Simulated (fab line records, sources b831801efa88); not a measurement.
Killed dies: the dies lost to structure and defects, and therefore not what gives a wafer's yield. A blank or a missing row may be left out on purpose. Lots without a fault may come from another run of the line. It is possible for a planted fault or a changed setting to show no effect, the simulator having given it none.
fab line records	flow sky130
[record] lots = 9	wafers = 27	lastDay = 50
route steps=708 shown VIA3@593 CAP2M@605 PAD_OPEN@708
lots that met no fault: taken from a fault-free run of the same line
startH: the number of hours between the record's first day and the start of the first shown wafer of the lot	waitH: hours since the lot's step before	" as in the row above	L1.1+2: a row that stands for several wafers	- either no value or no given start	* or withheld: withheld	< > ~ a bound
route shown NAME@n: a module of which the file shows steps, and the number in the route of the first	usual: mean and standard deviation over wafers with no fault	same: alike in all rows	chamber/n: place in a boat	sites: per-site readings	_std_site: standard deviation across them	_edge_site: inner sites' mean taken away from outer sites' mean	radiusMm: for every site, how far away it sits from the centre of the wafer	mask NAME#n: copy n	behind: tool/chamber where the wafer was last shaped	hold: reason for holding the lot/hours on hold/outcome of the hold	device: which transistor (n, p or np) failed to switch	end of line: the same wafers' tests at the end of the route	a step with no rows: only its recipe	killed: dies that structure and defects cost at the first sort, which is not the same as the wafer's yield	map: a wafer's dies, x killed, . not, _ none there
set.NAME: the setting as run; set.NAME@STEP: as run at that earlier step	model.NAME: the simulator's own value behind a step, which no gauge read
steps of the route over a sample of lots; a table a step, a row a wafer
services: from which hour (startH, from the record's first day; less than 0 if before it) a tool's chamber was out of use, for how many hours, and why
[[steps]]
[step SKY_VIA3_SPUTTER_20]
[recipe] material = TiN	targetThkNm = 20	chamberPressurePa = 5	powerW = 4000	timeS = 80
[usual] cathodeDcPowerW = 4000.0/0.68	chamberPressurePa = 4.999/0.011	throttleValvePct = 30.2/0.69
lot.wafer	tool	chamber	startH	waitH	cathodeDcPowerW	chamberPressurePa	throttleValvePct
L762.1	pvdSputter-04	-	948.99	0.0	3999.8	4.994	29.5
L762.4	"	-	"	"	4000.8	4.996	31.0
L762.5	"	-	"	"	3999.5	5.008	31.2
L763.2	pvdSputter-03	-	962.86	0.0	4000.9	5.008	29.7
L763.5	"	-	"	"	3999.2	5.001	30.1
L763.6	"	-	"	"	4001.0	4.996	30.5
L764.1	pvdSputter-03	-	964.60	0.0	3999.4	5.005	30.6
L764.3	"	-	"	"	4000.5	5.014	30.0
L764.4	"	-	"	"	3998.6	4.998	29.8
L770.2	pvdSputter-03	-	1007.94	0.0	3998.2	4.989	29.6
L770.4	"	-	"	"	4000.4	5.014	29.9
L770.5	"	-	"	"	3999.8	5.014	29.6
L771.1	pvdSputter-02	-	1011.28	0.0	4000.6	4.990	31.1
L771.3	"	-	"	"	4000.1	4.993	30.8
L771.5	"	-	"	"	3999.1	4.986	29.5
L775.2	pvdSputter-02	-	1039.97	0.0	3999.1	5.007	31.0
L775.3	"	-	"	"	4000.0	4.986	29.2
L775.4	"	-	"	"	4000.7	4.989	28.9
L778.3	pvdSputter-02	-	1087.11	0.0	4000.5	5.017	29.1
L778.4	"	-	"	"	4000.1	4.988	31.2
L778.6	"	-	"	"	3999.8	4.969	31.4
L779.1	pvdSputter-04	-	1088.49	0.0	3999.9	4.996	30.8
L779.3	"	-	"	"	4000.4	4.989	29.3
L779.6	"	-	"	"	3999.9	4.991	29.5
L777.2	pvdSputter-04	-	1090.94	0.0	4000.6	5.010	30.8
L777.5	"	-	"	"	3999.1	5.012	29.3
L777.6	"	-	"	"	4000.2	4.991	30.8
[step SKY_VIA3_RS_MEAS_22]
[recipe] thkMeasGauge = four-point-probe	reads = W_of_VIA3_CVD_21+TiN_of_VIA3_SPUTTER_20
[usual] VIA3_W_RS = 0.296/0.0045
lot.wafer	tool	chamber	startH	waitH	VIA3_W_RS[ohm/sq]
L762.1	filmMetro-03	-	949.17	0.1	0.290
L762.4	"	-	"	"	0.300
L762.5	"	-	"	"	0.290
L763.2	filmMetro-02	-	963.06	0.1	0.289
L763.5	"	-	"	"	0.301
L763.6	"	-	"	"	0.292
L764.1	filmMetro-02	-	964.79	0.1	0.303
L764.3	"	-	"	"	0.291
L764.4	"	-	"	"	0.305
L770.2	filmMetro-03	-	1008.14	0.1	0.298
L770.4	"	-	"	"	0.290
L770.5	"	-	"	"	0.302
L771.1	filmMetro-04	-	1011.47	0.1	0.293
L771.3	"	-	"	"	0.297
L771.5	"	-	"	"	0.295
L775.2	filmMetro-04	-	1040.18	0.1	0.305
L775.3	"	-	"	"	0.291
L775.4	"	-	"	"	0.304
L778.3	filmMetro-02	-	1087.33	0.1	0.295
L778.4	"	-	"	"	0.298
L778.6	"	-	"	"	0.295
L779.1	filmMetro-04	-	1088.68	0.1	0.297
L779.3	"	-	"	"	0.295
L779.6	"	-	"	"	0.300
L777.2	filmMetro-04	-	1091.14	0.1	0.294
L777.5	"	-	"	"	0.294
L777.6	"	-	"	"	0.294
[step SKY_VIA3_THK_MEAS_23]
[recipe] thkMeasGauge = xrf	reads = W_of_VIA3_CVD_21
[usual] VIA3_W_THK = 383/6.8
lot.wafer	tool	chamber	startH	waitH	VIA3_W_THK[nm]
L762.1	filmMetro-03	-	949.29	0.1	393
L762.4	"	-	"	"	381
L762.5	"	-	"	"	391
L763.2	filmMetro-02	-	963.17	0.1	394
L763.5	"	-	"	"	379
L763.6	"	-	"	"	391
L764.1	filmMetro-02	-	964.91	0.1	375
L764.3	"	-	"	"	394
L764.4	"	-	"	"	376
L770.2	filmMetro-03	-	1008.25	0.1	377
L770.4	"	-	"	"	390
L770.5	"	-	"	"	372
L771.1	filmMetro-04	-	1011.59	0.1	383
L771.3	"	-	"	"	378
L771.5	"	-	"	"	380
L775.2	filmMetro-04	-	1040.29	0.1	369
L775.3	"	-	"	"	387
L775.4	"	-	"	"	369
L778.3	filmMetro-02	-	1087.43	0.1	386
L778.4	"	-	"	"	385
L778.6	"	-	"	"	388
L779.1	filmMetro-04	-	1088.80	0.1	378
L779.3	"	-	"	"	381
L779.6	"	-	"	"	376
L777.2	filmMetro-04	-	1091.25	0.1	384
L777.5	"	-	"	"	382
L777.6	"	-	"	"	384
[step SKY_CAP2M_SPUTTER_02]
[recipe] material = TiN	targetThkNm = 200	tempC = 300	powerW = 6500	timeS = 166.7	chamberPressurePa = 0.4
[usual] cathodeDcPowerW = 6499.9/1.1	chamberPressurePa = 0.4001/0.00081	throttleValvePct = 30.2/0.75
lot.wafer	tool	chamber	startH	waitH	cathodeDcPowerW	chamberPressurePa	throttleValvePct
L762.1	pvdSputter-03	-	949.89	0.1	6500.5	0.4001	30.5
L762.4	"	-	"	"	6498.8	0.4003	29.6
L762.5	"	-	"	"	6498.5	0.4008	30.3
L763.2	pvdSputter-02	-	963.76	0.0	6498.1	0.3998	31.5
L763.5	"	-	"	"	6500.2	0.3996	31.4
L763.6	"	-	"	"	6501.2	0.3997	30.8
L764.1	pvdSputter-03	-	965.50	0.1	6502.5	0.4004	29.8
L764.3	"	-	"	"	6500.2	0.3998	30.1
L764.4	"	-	"	"	6498.9	0.3999	29.9
L770.2	pvdSputter-03	-	1008.84	0.0	6500.0	0.4016	30.8
L770.4	"	-	"	"	6501.0	0.3994	29.8
L770.5	"	-	"	"	6499.7	0.3999	29.8
L771.1	pvdSputter-03	-	1012.18	0.1	6500.1	0.4003	30.6
L771.3	"	-	"	"	6500.1	0.4024	30.0
L771.5	"	-	"	"	6500.4	0.4005	30.2
L775.2	pvdSputter-01	-	1040.87	0.0	6499.9	0.3998	29.1
L775.3	"	-	"	"	6499.3	0.3984	31.3
L775.4	"	-	"	"	6499.9	0.4000	30.6
L778.3	pvdSputter-02	-	1088.16	0.0	6499.2	0.3999	29.5
L778.4	"	-	"	"	6498.7	0.3992	29.3
L778.6	"	-	"	"	6500.3	0.3998	30.5
L779.1	pvdSputter-03	-	1089.39	0.1	6500.4	0.4005	29.9
L779.3	"	-	"	"	6497.9	0.3997	29.9
L779.6	"	-	"	"	6498.9	0.4005	30.2
L777.2	pvdSputter-02	-	1091.84	0.0	6500.2	0.3988	30.6
L777.5	"	-	"	"	6501.9	0.3984	30.4
L777.6	"	-	"	"	6500.7	0.3998	31.5
[step SKY_CAP2M_RS_MEAS_03]
[recipe] thkMeasGauge = four-point-probe	reads = TiN_of_CAP2M_SPUTTER_02
[usual] CAP2M_TIN_RS = 6.94/0.08
lot.wafer	tool	chamber	startH	waitH	hold	CAP2M_TIN_RS[ohm/sq]
L762.1	filmMetro-04	-	950.00	0.1	-	6.91
L762.4	"	-	"	"	-	6.94
L762.5	"	-	"	"	-	6.91
L763.2	filmMetro-02	-	963.89	0.1	-	6.99
L763.5	"	-	"	"	-	6.99
L763.6	"	-	"	"	-	6.91
L764.1	filmMetro-01	-	965.61	0.1	-	6.89
L764.3	"	-	"	"	-	7.02
L764.4	"	-	"	"	-	7.02
L770.2	filmMetro-01	-	1008.96	0.1	awaitDispo/0.2h/release	7.05
L770.4	"	-	"	"	awaitDispo/0.2h/release	13.11
L770.5	"	-	"	"	awaitDispo/0.2h/release	12.64
L770.2	filmMetro-01	-	1009.25	0.3	-	7.06
L770.4	"	-	"	"	-	13.11
L770.5	"	-	"	"	-	12.62
L771.1	filmMetro-02	-	1012.29	0.1	awaitDispo/0.2h/release	12.93
L771.3	"	-	"	"	awaitDispo/0.2h/release	6.90
L771.5	"	-	"	"	awaitDispo/0.2h/release	13.03
L771.1	filmMetro-02	-	1012.58	0.3	-	12.97
L771.3	"	-	"	"	-	6.93
L771.5	"	-	"	"	-	13.00
L775.2	filmMetro-04	-	1041.00	0.1	-	6.85
L775.3	"	-	"	"	-	6.77
L775.4	"	-	"	"	-	6.88
L778.3	filmMetro-04	-	1088.31	0.1	-	6.88
L778.4	"	-	"	"	-	6.92
L778.6	"	-	"	"	-	6.91
L779.1	filmMetro-04	-	1089.50	0.1	-	7.08
L779.3	"	-	"	"	-	6.88
L779.6	"	-	"	"	-	6.95
L777.2	filmMetro-01	-	1091.97	0.1	-	6.94
L777.5	"	-	"	"	-	6.89
L777.6	"	-	"	"	-	6.88
[step SKY_CAP2M_THK_MEAS_04]
[recipe] thkMeasGauge = xrf	reads = TiN_of_CAP2M_SPUTTER_02
[usual] CAP2M_TIN_THK = 198.5/2.5
lot.wafer	tool	chamber	startH	waitH	hold	CAP2M_TIN_THK[nm]
L762.1	filmMetro-04	-	950.12	0.1	-	197.9
L762.4	"	-	"	"	-	198.1
L762.5	"	-	"	"	-	197.8
L763.2	filmMetro-02	-	964.00	0.1	-	198.8
L763.5	"	-	"	"	-	198.9
L763.6	"	-	"	"	-	201.0
L764.1	filmMetro-01	-	965.73	0.1	-	198.9
L764.3	"	-	"	"	-	196.1
L764.4	"	-	"	"	-	195.4
L770.2	filmMetro-01	-	1012.75	3.5	awaitDispo/0.2h/release	196.7
L770.4	"	-	"	"	awaitDispo/0.2h/release	107.6
L770.5	"	-	"	"	awaitDispo/0.2h/release	111.1
L770.2	filmMetro-01	-	1012.97	0.2	-	195.8
L770.4	"	-	"	"	-	107.4
L770.5	"	-	"	"	-	111.2
L771.1	filmMetro-02	-	1019.84	7.2	awaitDispo/0.2h/release	108.5
L771.3	"	-	"	"	awaitDispo/0.2h/release	200.3
L771.5	"	-	"	"	awaitDispo/0.2h/release	108.5
L771.1	filmMetro-02	-	1020.07	0.2	-	109.4
L771.3	"	-	"	"	-	199.3
L771.5	"	-	"	"	-	108.6
L775.2	filmMetro-04	-	1041.11	0.1	-	201.3
L775.3	"	-	"	"	-	203.0
L775.4	"	-	"	"	-	199.7
L778.3	filmMetro-04	-	1088.41	0.1	-	199.3
L778.4	"	-	"	"	-	197.9
L778.6	"	-	"	"	-	199.1
L779.1	filmMetro-04	-	1089.62	0.1	-	193.4
L779.3	"	-	"	"	-	199.3
L779.6	"	-	"	"	-	195.9
L777.2	filmMetro-01	-	1092.08	0.1	-	200.0
L777.5	"	-	"	"	-	200.8
L777.6	"	-	"	"	-	200.4
[step SKY_CAP2M_METAL_ETCH_13]
[recipe] targetDepthNm = 220	stopOn = SiO2	chemistry = Cl2/BCl3	target = TiN	pressureMtorr = 10	icpW = 900	biasW = 48.5	Cl2_flow_sccm = 60	bcl3FlowSccm = 30	timeS = 62.9
[usual] drypumpMotorCurrentA = 5.7/0.47	heBacksideLeakSccm = 3.25/0.18	oesProductAu = 0.939/0.0079	throttleValvePct = 21.904/0.0095
lot.wafer	tool	chamber	startH	waitH	drypumpMotorCurrentA	heBacksideLeakSccm	oesProductAu	rfHoursCounterH	throttleValvePct
L762.1	rieMetal-03	0	973.39	0.0	6.3	3.37	0.937	16	21.909
L762.4	"	1	"	"	5.8	3.18	0.935	-	21.917
L762.5	"	0	"	"	6.3	3.29	0.941	-	21.887
L763.2	rieMetal-01	1	987.06	0.0	5.0	3.47	0.937	7	21.907
L763.5	"	0	"	"	5.7	3.35	0.925	-	21.911
L763.6	"	1	"	"	5.0	3.27	0.940	-	21.909
L764.1	rieMetal-03	0	989.49	0.0	6.3	3.36	0.944	17	21.915
L764.3	"	0	"	"	6.3	3.39	0.924	-	21.909
L764.4	"	1	"	"	5.8	2.98	0.931	-	21.895
L770.2	rieMetal-01	0	1031.04	0.0	5.7	3.22	0.927	11	21.909
L770.4	"	1	"	"	5.0	3.04	0.681	-	22.070
L770.5	"	1	"	"	5.0	3.22	0.696	-	22.063
L771.1	rieMetal-04	0	1033.52	0.0	5.7	2.94	0.690	19	22.083
L771.3	"	1	"	"	6.4	3.61	0.942	-	21.906
L771.5	"	1	"	"	6.4	3.59	0.683	-	22.067
L775.2	rieMetal-01	0	1062.52	0.0	5.7	3.02	0.949	13	21.902
L775.3	"	0	"	"	5.7	3.39	0.961	-	21.890
L775.4	"	1	"	"	5.0	3.27	0.938	-	21.897
L778.3	rieMetal-03	1	1107.29	0.1	5.8	3.26	0.954	-	21.906
L778.4	"	1	"	"	5.8	3.08	0.946	-	21.895
L778.6	"	1	"	"	5.8	3.16	0.937	-	21.896
L779.1	rieMetal-01	0	1109.97	0.0	5.7	3.00	0.933	16	21.884
L779.3	"	1	"	"	5.0	3.27	0.939	-	21.897
L779.6	"	0	"	"	5.7	3.33	0.938	-	21.900
L777.2	rieMetal-04	0	1110.76	0.0	5.8	3.31	0.933	23	21.892
L777.5	"	0	"	"	5.8	3.04	0.952	-	21.904
L777.6	"	1	"	"	6.3	3.41	0.941	-	21.907
[step SKY_PAD_OPEN_PROBE_99]
[usual] defectLimitedYield = 82.3/2	killed_at_M0_to_M3 = 43/6.8	killed_at_M4_up = 3.2/1.9	killedAtContacts = 24/5	killedAtFrontEnd = 16/4.9	killedAtOther = 0.4/0.76	killedDies = 87/10	killedOpen = 47/7.3	killedShort = 39/6.2	sort_bin_3_pad_short = 0.9/0.4	sort_bin_5_function = 10.5/1.5	sort_bin_6_memory = 6.4/1.2	sortNPass = 405/10	sortYieldPct = 82.3/2
[same] grossDies = 492	killedAtBackSide = 0	sort_bin_4_leakage[%] = 0	sort_bin_8_speed[%] = 0
lot.wafer	tool	chamber	startH	waitH	defectLimitedYield[%]	killed_at_M0_to_M3	killed_at_M4_up	killedAtContacts	killedAtFrontEnd	killedAtOther	killedDies	killedOpen	killedShort	sort_bin_3_pad_short[%]	sort_bin_5_function[%]	sort_bin_6_memory[%]	sortNPass	sortYieldPct[%]
L762.1	prober-02	-	1090.87	0.1	81.5	42	6	26	17	0	91	48	43	0.8	11.0	6.7	401	81.5
L762.4	prober-02	-	1091.02	0.2	83.1	42	3	24	12	2	83	42	41	0.6	9.3	6.9	409	83.1
L762.5	prober-02	-	1091.07	0.2	80.9	48	3	23	20	0	94	53	41	0.4	12.8	5.9	398	80.9
L763.2	prober-01	-	1102.55	0.1	79.3	42	4	33	23	0	102	41	61	1.0	11.8	7.9	390	79.3
L763.5	prober-01	-	1102.70	0.2	80.5	45	3	27	21	0	96	52	44	1.4	9.8	8.3	396	80.5
L763.6	prober-01	-	1102.75	0.2	81.7	42	8	26	14	0	90	49	40	0.2	10.4	7.7	402	81.7
L764.1	prober-02	-	1103.69	0.1	81.3	46	4	27	13	2	92	51	39	0.2	10.2	8.3	400	81.3
L764.3	prober-02	-	1103.79	0.2	80.1	45	4	35	13	1	98	52	45	1.0	13.0	5.9	394	80.1
L764.4	prober-02	-	1103.84	0.2	82.1	50	3	26	8	1	88	43	44	0.6	11.0	6.3	404	82.1
L770.2	prober-02	-	1141.17	0.1	80.1	49	3	29	13	4	98	57	37	1.8	10.0	8.1	394	80.1
L770.4	prober-02	-	1141.27	0.2	81.9	48	4	18	19	0	89	50	39	0.8	11.6	5.7	403	81.9
L770.5	prober-02	-	1141.32	0.2	79.7	38	1	37	24	0	100	54	45	1.8	11.4	7.1	392	79.7
L771.1	prober-01	-	1142.20	0.1	81.5	49	4	36	2	0	91	49	42	0.6	9.8	8.1	401	81.5
L771.3	prober-01	-	1142.30	0.2	83.1	34	4	26	18	1	83	39	44	0.6	11.6	4.7	409	83.1
L771.5	prober-01	-	1142.40	0.2	81.3	48	3	27	14	0	92	52	40	1.0	10.6	7.1	400	81.3
L775.2	prober-01	-	1165.26	0.1	83.5	33	6	29	13	0	81	47	34	0.4	8.9	7.1	411	83.5
L775.3	prober-01	-	1165.31	0.2	82.5	40	1	29	15	1	86	48	38	0.8	10.6	6.1	406	82.5
L775.4	prober-01	-	1165.36	0.2	81.3	40	2	23	27	0	92	52	39	1.2	11.4	6.1	400	81.3
L778.3	prober-01	-	1201.06	0.2	82.9	42	4	24	14	0	84	57	27	1.4	10.8	4.9	408	82.9
L778.4	prober-01	-	1201.11	0.2	84.8	34	1	19	21	0	75	35	40	1.0	8.9	5.3	417	84.8
L778.6	prober-01	-	1201.21	0.2	88.0	22	3	25	9	0	59	36	23	0.6	6.1	5.3	433	88.0
L779.1	prober-01	-	1203.69	0.1	84.1	44	2	23	9	0	78	43	35	1.2	9.8	4.9	414	84.1
L779.3	prober-01	-	1203.79	0.2	84.3	38	2	25	12	0	77	32	45	0.6	9.3	5.7	415	84.3
L779.6	prober-01	-	1203.94	0.2	85.6	37	4	18	12	0	71	37	34	0.2	8.3	5.9	421	85.6
L777.2	prober-02	-	1204.61	0.1	84.1	40	0	22	16	0	78	47	31	1.0	8.3	6.5	414	84.1
L777.5	prober-02	-	1204.76	0.2	81.9	48	5	18	16	2	89	52	37	1.0	10.6	6.5	403	81.9
L777.6	prober-02	-	1204.81	0.2	81.9	51	2	24	12	0	89	53	36	0.8	10.4	6.9	403	81.9
// killed by level:class
L762.1 VIA1:geometricParticle:open=12 CONTACT:geometricParticle:open=10 METAL2:geometricParticle:short=6 VIA3:geometricParticle:short=6 LOCAL_INTERCONNECT:geometricParticle:short=5 LI_CONTACT:geometricParticle:open=5 METAL1:geometricParticle:short=5 POLY_GATE:geometricParticle:short=4
L762.4 VIA1:geometricParticle:open=13 CONTACT:geometricParticle:open=10 VIA2:geometricParticle:open=7 LI_CONTACT:geometricParticle:open=7 METAL1:geometricParticle:short=7 METAL2:geometricParticle:short=6 LOCAL_INTERCONNECT:geometricParticle:short=4 VIA1:geometricParticle:short=4
L762.5 VIA1:geometricParticle:open=13 CONTACT:geometricParticle:open=9 VIA3:geometricParticle:open=8 FIELD_ISO:geometricParticle:open=7 CONTACT:geometricParticle:short=6 VIA1:geometricParticle:short=6 POLY_GATE:geometricParticle:open=5 METAL2:geometricParticle:short=5
L763.2 VIA1:geometricParticle:open=9 METAL2:geometricParticle:short=9 FIELD_ISO:geometricParticle:short=8 CONTACT:geometricParticle:open=8 CONTACT:geometricParticle:short=7 LI_CONTACT:geometricParticle:short=7 LI_CONTACT:geometricParticle:open=7 METAL1:geometricParticle:short=6
L763.5 CONTACT:geometricParticle:open=12 VIA1:geometricParticle:open=11 FIELD_ISO:geometricParticle:short=8 VIA2:geometricParticle:open=8 METAL1:geometricParticle:short=7 FIELD_ISO:geometricParticle:open=6 METAL2:geometricParticle:short=5 CONTACT:geometricParticle:short=4
L763.6 VIA1:geometricParticle:open=15 CONTACT:geometricParticle:open=8 CONTACT:geometricParticle:short=7 METAL4:geometricParticle:short=7 METAL2:geometricParticle:short=6 VIA2:geometricParticle:open=6 LI_CONTACT:geometricParticle:open=5 VIA1:geometricParticle:short=3
L764.1 VIA1:geometricParticle:open=12 VIA2:geometricParticle:open=9 LI_CONTACT:geometricParticle:open=8 CONTACT:geometricParticle:short=8 CONTACT:geometricParticle:open=6 POLY_GATE:geometricParticle:open=5 METAL2:geometricParticle:short=5 VIA3:geometricParticle:open=5
L764.3 CONTACT:geometricParticle:open=14 VIA1:geometricParticle:open=12 LI_CONTACT:geometricParticle:short=6 LI_CONTACT:geometricParticle:open=6 VIA1:geometricParticle:short=6 VIA3:geometricParticle:open=6 CONTACT:geometricParticle:short=5 VIA2:geometricParticle:open=5
L764.4 VIA1:geometricParticle:open=9 VIA2:geometricParticle:open=9 METAL2:geometricParticle:short=8 LI_CONTACT:geometricParticle:open=7 LI_CONTACT:geometricParticle:short=6 METAL1:geometricParticle:short=6 VIA1:geometricParticle:short=6 CONTACT:geometricParticle:short=5
L770.2 CONTACT:geometricParticle:open=15 VIA1:geometricParticle:open=14 VIA3:geometricParticle:open=9 METAL1:geometricParticle:short=6 LI_CONTACT:geometricParticle:open=5 FIELD_ISO:geometricParticle:open=4 LOCAL_INTERCONNECT:geometricParticle:short=4 VIA1:geometricParticle:short=4
L770.4 METAL1:geometricParticle:short=9 VIA2:geometricParticle:open=8 VIA1:geometricParticle:open=7 CONTACT:geometricParticle:open=7 FIELD_ISO:geometricParticle:open=6 POLY_GATE:geometricParticle:open=6 FIELD_ISO:geometricParticle:short=5 LI_CONTACT:geometricParticle:open=5
L770.5 CONTACT:geometricParticle:open=13 CONTACT:geometricParticle:short=9 VIA1:geometricParticle:open=9 POLY_GATE:geometricParticle:short=8 VIA2:geometricParticle:open=7 POLY_GATE:geometricParticle:open=6 METAL1:geometricParticle:short=6 VIA3:geometricParticle:open=6
L771.1 CONTACT:geometricParticle:open=13 VIA1:geometricParticle:open=11 VIA3:geometricParticle:open=9 CONTACT:geometricParticle:short=9 LOCAL_INTERCONNECT:geometricParticle:short=7 METAL1:geometricParticle:short=5 LI_CONTACT:geometricParticle:open=4 METAL2:geometricParticle:open=4
L771.3 LI_CONTACT:geometricParticle:open=8 CONTACT:geometricParticle:open=8 CONTACT:geometricParticle:short=6 VIA2:geometricParticle:open=5 METAL1:geometricParticle:short=5 VIA1:geometricParticle:open=5 FIELD_ISO:geometricParticle:short=4 POLY_GATE:geometricParticle:short=4
L771.5 VIA1:geometricParticle:open=13 CONTACT:geometricParticle:open=12 LI_CONTACT:geometricParticle:open=8 VIA3:geometricParticle:open=8 VIA2:geometricParticle:open=7 VIA1:geometricParticle:short=6 METAL2:geometricParticle:short=6 FIELD_ISO:geometricParticle:short=5
L775.2 LI_CONTACT:geometricParticle:open=9 VIA2:geometricParticle:open=8 VIA3:geometricParticle:open=8 CONTACT:geometricParticle:open=7 METAL4:geometricParticle:short=6 LOCAL_INTERCONNECT:geometricParticle:short=5 LI_CONTACT:geometricParticle:short=4 VIA1:geometricParticle:short=4
L775.3 VIA1:geometricParticle:open=12 METAL2:geometricParticle:short=9 LI_CONTACT:geometricParticle:open=7 CONTACT:geometricParticle:open=7 CONTACT:geometricParticle:short=7 METAL3:geometricParticle:short=5 POLY_GATE:geometricParticle:open=4 LOCAL_INTERCONNECT:geometricParticle:short=4
L775.4 LI_CONTACT:geometricParticle:open=8 POLY_GATE:geometricParticle:open=7 CONTACT:geometricParticle:open=7 METAL1:geometricParticle:short=6 VIA1:geometricParticle:open=6 VIA2:geometricParticle:open=6 FIELD_ISO:geometricParticle:open=5 LOCAL_INTERCONNECT:geometricParticle:short=5
L778.3 VIA1:geometricParticle:open=10 CONTACT:geometricParticle:open=10 FIELD_ISO:geometricParticle:open=8 VIA2:geometricParticle:open=8 LI_CONTACT:geometricParticle:open=6 VIA3:geometricParticle:open=5 METAL1:geometricParticle:open=4 VIA3:geometricParticle:short=4
L778.4 FIELD_ISO:geometricParticle:short=7 CONTACT:geometricParticle:open=7 FIELD_ISO:geometricParticle:open=6 VIA1:geometricParticle:open=6 METAL2:geometricParticle:short=6 VIA3:geometricParticle:open=5 POLY_GATE:geometricParticle:short=4 LOCAL_INTERCONNECT:geometricParticle:short=4
L778.6 CONTACT:geometricParticle:open=13 VIA1:geometricParticle:open=6 LI_CONTACT:geometricParticle:open=5 LOCAL_INTERCONNECT:geometricParticle:short=4 FIELD_ISO:geometricParticle:short=3 CONTACT:geometricParticle:short=3 VIA3:geometricParticle:open=3 VIA2:geometricParticle:open=3
L779.1 VIA1:geometricParticle:open=9 VIA3:geometricParticle:open=8 LI_CONTACT:geometricParticle:open=7 LOCAL_INTERCONNECT:geometricParticle:short=6 CONTACT:geometricParticle:open=5 METAL1:geometricParticle:short=5 METAL3:geometricParticle:short=5 FIELD_ISO:geometricParticle:open=4
L779.3 METAL1:geometricParticle:short=10 CONTACT:geometricParticle:open=9 LI_CONTACT:geometricParticle:open=7 FIELD_ISO:geometricParticle:short=6 VIA1:geometricParticle:short=6 VIA1:geometricParticle:open=5 METAL2:geometricParticle:short=5 POLY_GATE:geometricParticle:short=4
L779.6 VIA1:geometricParticle:open=8 CONTACT:geometricParticle:open=6 FIELD_ISO:geometricParticle:open=5 LOCAL_INTERCONNECT:geometricParticle:short=5 VIA1:geometricParticle:short=5 METAL2:geometricParticle:short=5 POLY_GATE:geometricParticle:open=4 CONTACT:geometricParticle:short=4
L777.2 VIA1:geometricParticle:open=11 LI_CONTACT:geometricParticle:open=8 METAL1:geometricParticle:short=7 POLY_GATE:geometricParticle:open=6 VIA3:geometricParticle:open=6 CONTACT:geometricParticle:open=5 VIA2:geometricParticle:open=5 LOCAL_INTERCONNECT:geometricParticle:short=4
L777.5 VIA1:geometricParticle:open=13 CONTACT:geometricParticle:open=10 VIA3:geometricParticle:open=8 METAL2:geometricParticle:short=7 POLY_GATE:geometricParticle:short=6 METAL1:geometricParticle:open=5 VIA1:geometricParticle:short=5 VIA2:geometricParticle:open=4
L777.6 VIA1:geometricParticle:open=10 VIA2:geometricParticle:open=9 METAL1:geometricParticle:short=9 LI_CONTACT:geometricParticle:open=8 VIA3:geometricParticle:open=8 CONTACT:geometricParticle:open=7 METAL2:geometricParticle:short=6 CONTACT:geometricParticle:short=5
[[services]]
tool	chamber	startH	hours	kind
pvdSputter-02	0	945.18	-	consumableReplace:kit
pvdSputter-02	0	945.18	18.0	scheduledDown
pvdSputter-02	0	945.18	18.0	ventCycle
pvdSputter-01	-	953.83	4.6	repair
pvdSputter-04	0	958.13	-	consumableReplace:kit
pvdSputter-04	0	958.13	18.0	scheduledDown
pvdSputter-04	0	958.13	18.0	ventCycle
pvdSputter-04	-	988.84	52.3	repair
rieMetal-03	-	1023.00	19.2	repair
pvdSputter-02	3	1031.35	-	consumableReplace:kit
pvdSputter-02	3	1031.35	18.0	scheduledDown
pvdSputter-02	3	1031.35	18.0	ventCycle
pvdSputter-03	0	1036.10	-	consumableReplace:kit
pvdSputter-03	0	1036.10	18.0	scheduledDown
pvdSputter-03	0	1036.10	18.0	ventCycle
rieMetal-04	0	1043.23	22.2	repair
rieMetal-03	-	1050.76	0.2	repair
pvdSputter-01	-	1067.36	2.2	repair
rieMetal-03	-	1067.54	0.6	repair
rieMetal-01	-	1093.02	2.8	pm
rieMetal-03	0	1106.19	-	clean
rieMetal-03	0	1106.19	18.2	scheduledDown
rieMetal-03	0	1106.19	18.2	ventCycle
pvdSputter-04	-	1108.19	9.8	repair
[[key]]
[firstSign] step = SKY_CAP2M_RS_MEAS_03	reading = visit	direction = added
[effect] step = SKY_CAP2M_RS_MEAS_03	reading = CAP2M_TIN_RS	direction = up	sigmas = 74	usual = 6.94	struck = 12.93
[effect] step = SKY_CAP2M_THK_MEAS_04	reading = visit	direction = added
[effect] step = SKY_CAP2M_THK_MEAS_04	reading = CAP2M_TIN_THK	direction = down	sigmas = 36	usual = 198.5	struck = 108.9
[effect] step = SKY_CAP2M_METAL_ETCH_13	reading = oesProductAu	direction = down	sigmas = 32	usual = 0.939	struck = 0.688
metAt SKY_CAP2M_SPUTTER_02
struckLots L770,L771
struckWafers L770.4,L770.5,L771.1,L771.5
notActingAt SKY_VIA3_SPUTTER_20,SKY_VIA3_RS_MEAS_22,SKY_VIA3_THK_MEAS_23
onsetBetween 965.50 1008.84
[fault] kind = processParameterDrift	tool = pvdSputter-03	chamber = -	onsetH = 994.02	steps = SKY_CAP2M_SPUTTER_02	channel = targetThkNm	offset = -88.287	shape = step	endH = 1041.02	scope = struckWafersOnly	actsIn = theseRecipesOnly	stated = 200
